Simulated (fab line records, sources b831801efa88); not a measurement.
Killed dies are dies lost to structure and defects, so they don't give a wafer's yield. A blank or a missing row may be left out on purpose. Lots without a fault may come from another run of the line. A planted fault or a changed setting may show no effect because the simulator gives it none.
Which tool did it? | flow sky130 | 12 lots, 36 wafers sampled, at 1 step of a route of 708

WHAT THE GAUGES READ, wafer by wafer
SKY_SONOS_ONO_THK_MEAS_05.
lot  | measured     | on            | SONOS_ONO_CVD_04_THK (nm)
L761 | day 13 00:52 | film_metro-01 | 5.72 5.92 5.63
L762 | day 13 04:04 | film_metro-04 | 5.62 5.70 5.70
L764 | day 13 23:56 | film_metro-01 | 5.56 5.59 5.47
L765 | day 14 10:34 | film_metro-04 | 5.71 5.64 5.75
L771 | day 16 10:49 | film_metro-01 | 5.94 5.91 5.95
L772 | day 16 18:50 | film_metro-01 | 5.59 5.57 5.54
L773 | day 17 04:02 | film_metro-01 | 5.66 5.64 5.61
L774 | day 17 15:44 | film_metro-04 | 5.57 5.52 5.66
L775 | day 17 19:55 | film_metro-01 | 5.82 5.83 5.87
L777 | day 18 07:16 | film_metro-01 | 5.65 5.66 5.80
L778 | day 18 18:13 | film_metro-04 | 5.43 5.38 5.43
L780 | day 19 14:54 | film_metro-01 | 5.87 5.75 5.74

WHICH TOOL RAN EACH LOT (tool, then ch and the chambers of the sampled wafers, then the start)
The record holds no process step before these readings.

WHAT THE TOOLS THEMSELVES READ (means of the sampled wafers that have a number; where no wafer has one, the mark that the record gives instead)
The record holds no such reading with a usual standard deviation.

THE ANSWER, worked out from the rows above alone
Rule: what is usual is taken from the lots themselves. Put in order of their means at a reading, lots are off if they are a third of the lots or fewer, leave a main group of 4 or more, and stand apart from it by a gap of 3 or more times the standard deviation of the main group's means; of several such gaps the widest counts. A main group whose means are all the same, to the digits that the tables above print for the reading, isn't used. A lot without any number at a reading at which 4 lots or more have one is off too. The other lots that the step has rows for count as sound. The gauges are gone through in route order, then the tools' own readings, and for those a lot's mean is taken as printed above. The first step at which some lot is off is used, and at that step the reading that is off furthest; a lot without a number counts as furthest.
No lot is off at any reading shown: from this, nothing can be told.

WHAT THE SIMULATOR HAD PUT IN
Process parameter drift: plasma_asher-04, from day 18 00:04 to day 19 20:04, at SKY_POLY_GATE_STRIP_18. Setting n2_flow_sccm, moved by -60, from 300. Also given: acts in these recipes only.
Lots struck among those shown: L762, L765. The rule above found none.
